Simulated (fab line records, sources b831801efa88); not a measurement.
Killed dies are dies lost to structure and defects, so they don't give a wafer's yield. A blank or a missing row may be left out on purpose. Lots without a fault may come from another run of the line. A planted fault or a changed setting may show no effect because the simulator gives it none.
One fault seen from 2 desks | flow gf180mcu | each desk has only its own numbers; what lay behind them comes last

THE METROLOGY DESK
What the gauges read, lot by lot, whatever tool the lot ran on: means of the sampled wafers that have a number. A lot is out of limits, marked OUT, if its mean lies more than 4 standard deviations from the usual mean; the brackets give that distance.
Columns: A = cd_nm at GF_V4_CD_MEAS_14, usual 260.1 nm; B = V4_OVL at GF_V4_OVL_MEAS_15, usual -2 nm
lot  | first seen here | A     | B
L230 | day 24 06:35    | 259.8 | -10
L237 | day 27 17:45    | 259.6 | 3
L243 | day 29 10:56    | 261.8 | 6
L247 | day 30 00:04    | 259.9 | -7
L251 | day 30 23:10    | 260.3 | 4
This desk's finding: nothing out of limits on any of the 5 lots.

THE TOOL OWNER'S DESK: pvd_sputter-02
The tool's own readings at GF_V4_SPUTTER_22 (material TiN, target thk 10 nm, time 40 s): means of the sampled wafers that have a number, for each lot that ran on this tool. A lot is out of limits, marked OUT, if its mean lies more than 4 standard deviations from the usual mean; the brackets give that distance.
Columns: A = chamber_pressure_pa at GF_V4_SPUTTER_22, usual 5.001 Pa; B = throttle_valve_pct at GF_V4_SPUTTER_22, usual 29.8 %
lot  | first seen here | A               | B
L237 | day 27 18:37    | 5.005           | 30.6
L243 | day 29 11:47    | 5.226 (+23) OUT | 29.7
This desk's finding: out of limits on L243; first on L243, day 29 11:47 (chamber_pressure_pa at GF_V4_SPUTTER_22). In limits: L237.

PUT TOGETHER
The tool owner's desk could have raised an alarm at day 29 11:47, on L243.
The metrology desk saw nothing out of limits.
The metrology desk has L243 on record, within its limits.
Of the lots named, all ran GF_V4_SPUTTER_22 on pvd_sputter-02.

WHAT THE SIMULATOR HAD PUT IN
Process parameter drift: pvd_sputter-02, from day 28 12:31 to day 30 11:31, at GF_V4_SPUTTER_22. Setting chamber_pressure_pa, moved by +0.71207, from 5. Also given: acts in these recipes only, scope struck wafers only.
Lots struck among those shown: L243.
Hours from the fault's start to each desk's first reading out of limits: the tool owner's desk, 23.
